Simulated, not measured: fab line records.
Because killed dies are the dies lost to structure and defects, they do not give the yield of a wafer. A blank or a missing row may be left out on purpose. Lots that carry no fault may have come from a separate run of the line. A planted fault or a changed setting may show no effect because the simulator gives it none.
Shared-tool check / flow sfqLine / Sample size 14 lots and 42 wafers

REASON IT WAS OPENED
2 of 14 lots carry a flag on the reading L0_MONX_KI_RS at SFQ_L0_RS_MEAS_901. Wafers without a fault read 42.5 ohm/sq, standard deviation 0.42.
Rule: flag the lot when none of its wafers has a number, or when each of its wafers that has one lies beyond 4 standard deviations from that mean. The other lots count as sound.

lot=L787; measured=day 1 12:36; on=filmMetro-02; L0_MONX_KI_RS (ohm/sq), wafer by wafer=43.0 42.7 42.8; flag=
lot=L788; measured=day 1 17:35; on=filmMetro-01; L0_MONX_KI_RS (ohm/sq), wafer by wafer=42.7 42.9 42.6; flag=
lot=L790; measured=day 2 03:35; on=filmMetro-04; L0_MONX_KI_RS (ohm/sq), wafer by wafer=43.2 43.0 42.9; flag=
lot=L791; measured=day 2 08:48; on=filmMetro-04; L0_MONX_KI_RS (ohm/sq), wafer by wafer=21.2 21.1 21.2; flag=FLAGGED
lot=L799; measured=day 4 00:49; on=filmMetro-04; L0_MONX_KI_RS (ohm/sq), wafer by wafer=21.3 21.4 21.2; flag=FLAGGED
lot=L800; measured=day 4 05:40; on=filmMetro-01; L0_MONX_KI_RS (ohm/sq), wafer by wafer=42.9 42.8 42.5; flag=
lot=L801; measured=day 4 10:34; on=filmMetro-04; L0_MONX_KI_RS (ohm/sq), wafer by wafer=41.9 42.3 41.7; flag=
lot=L802; measured=day 4 15:36; on=filmMetro-04; L0_MONX_KI_RS (ohm/sq), wafer by wafer=42.7 42.8 42.5; flag=
lot=L803; measured=day 4 20:38; on=filmMetro-04; L0_MONX_KI_RS (ohm/sq), wafer by wafer=42.5 42.5 42.2; flag=
lot=L804; measured=day 5 01:36; on=filmMetro-01; L0_MONX_KI_RS (ohm/sq), wafer by wafer=42.6 42.6 42.6; flag=
lot=L805; measured=day 5 06:35; on=filmMetro-04; L0_MONX_KI_RS (ohm/sq), wafer by wafer=42.9 42.4 42.5; flag=
lot=L806; measured=day 5 11:34; on=filmMetro-02; L0_MONX_KI_RS (ohm/sq), wafer by wafer=42.6 42.7 42.6; flag=
lot=L809; measured=day 6 02:34; on=filmMetro-01; L0_MONX_KI_RS (ohm/sq), wafer by wafer=43.1 42.6 43.0; flag=
lot=L810; measured=day 6 07:34; on=filmMetro-01; L0_MONX_KI_RS (ohm/sq), wafer by wafer=42.2 42.6 42.5; flag=
The mean of the flagged lots' numbers is 21.2 ohm/sq, -21.3 ohm/sq from the usual (-51 standard deviations).

TOOL THAT RAN EACH LOT
The record holds 1 process step before the reading, out of a route of 325 steps. Read each cell as the tool, then ch plus the chambers that the sampled wafers visited, then the start.
lot=L787; flag=; SFQ_TRILAYER_L0_DEP_SPUTTER_003=pvdSputter-05, day 1 12:29
lot=L788; flag=; SFQ_TRILAYER_L0_DEP_SPUTTER_003=pvdSputter-06, day 1 17:29
lot=L790; flag=; SFQ_TRILAYER_L0_DEP_SPUTTER_003=pvdSputter-05, day 2 03:29
lot=L791; flag=FLAGGED; SFQ_TRILAYER_L0_DEP_SPUTTER_003=pvdSputter-05, day 2 08:29
lot=L799; flag=FLAGGED; SFQ_TRILAYER_L0_DEP_SPUTTER_003=pvdSputter-05, day 4 00:29
lot=L800; flag=; SFQ_TRILAYER_L0_DEP_SPUTTER_003=pvdSputter-05, day 4 05:29
lot=L801; flag=; SFQ_TRILAYER_L0_DEP_SPUTTER_003=pvdSputter-06, day 4 10:29
lot=L802; flag=; SFQ_TRILAYER_L0_DEP_SPUTTER_003=pvdSputter-03, day 4 15:29
lot=L803; flag=; SFQ_TRILAYER_L0_DEP_SPUTTER_003=pvdSputter-03, day 4 20:29
lot=L804; flag=; SFQ_TRILAYER_L0_DEP_SPUTTER_003=pvdSputter-06, day 5 01:29
lot=L805; flag=; SFQ_TRILAYER_L0_DEP_SPUTTER_003=pvdSputter-05, day 5 06:29
lot=L806; flag=; SFQ_TRILAYER_L0_DEP_SPUTTER_003=pvdSputter-05, day 5 11:29
lot=L809; flag=; SFQ_TRILAYER_L0_DEP_SPUTTER_003=pvdSputter-03, day 6 02:29
lot=L810; flag=; SFQ_TRILAYER_L0_DEP_SPUTTER_003=pvdSputter-05, day 6 07:29
These steps, and what they do:
- SFQ_TRILAYER_L0_DEP_SPUTTER_003: material MoNx KI, target thk 40 nm, time 102.5 s.
- SFQ_L0_RS_MEAS_901: measures by four-point-probe.

FLAGGED AGAINST TOTAL, ONE TOOL AT A TIME (gauges that did the reading follow at the end)
step=SFQ_TRILAYER_L0_DEP_SPUTTER_003; tool=pvdSputter-03; lots run=3; flagged=0; share of the flagged lots=none; sound lots run after its first flagged lot=-
step=SFQ_TRILAYER_L0_DEP_SPUTTER_003; tool=pvdSputter-05; lots run=8; flagged=2; share of the flagged lots=all; sound lots run after its first flagged lot=4 (L800,L805,L806,L810)
step=SFQ_TRILAYER_L0_DEP_SPUTTER_003; tool=pvdSputter-06; lots run=3; flagged=0; share of the flagged lots=none; sound lots run after its first flagged lot=-
step=SFQ_L0_RS_MEAS_901; tool=filmMetro-01; lots run=5; flagged=0; share of the flagged lots=none; sound lots run after its first flagged lot=-
step=SFQ_L0_RS_MEAS_901; tool=filmMetro-02; lots run=2; flagged=0; share of the flagged lots=none; sound lots run after its first flagged lot=-
step=SFQ_L0_RS_MEAS_901; tool=filmMetro-04; lots run=7; flagged=2; share of the flagged lots=all; sound lots run after its first flagged lot=4 (L801,L802,L803,L805)

WHAT THE TABLE ALLOWS
Rows of the table that ran all the flagged lots, 2 in number: pvdSputter-05 at SFQ_TRILAYER_L0_DEP_SPUTTER_003; filmMetro-04 at SFQ_L0_RS_MEAS_901.
- pvdSputter-05 at SFQ_TRILAYER_L0_DEP_SPUTTER_003: 2 of its 8 lots flagged. Sound lots followed the first flagged one (L800, L805, L806, L810) on it, something a lasting fault affecting the whole tool could not allow.
- filmMetro-04 at SFQ_L0_RS_MEAS_901: 2 of its 7 lots flagged. Sound lots followed the first flagged one (L801, L802, L803, L805) on it, something a lasting fault affecting the whole tool could not allow.
No row of the table ran every flagged lot and no sound lot after the first.

WHAT HAD BEEN PUT IN BY THE SIMULATOR
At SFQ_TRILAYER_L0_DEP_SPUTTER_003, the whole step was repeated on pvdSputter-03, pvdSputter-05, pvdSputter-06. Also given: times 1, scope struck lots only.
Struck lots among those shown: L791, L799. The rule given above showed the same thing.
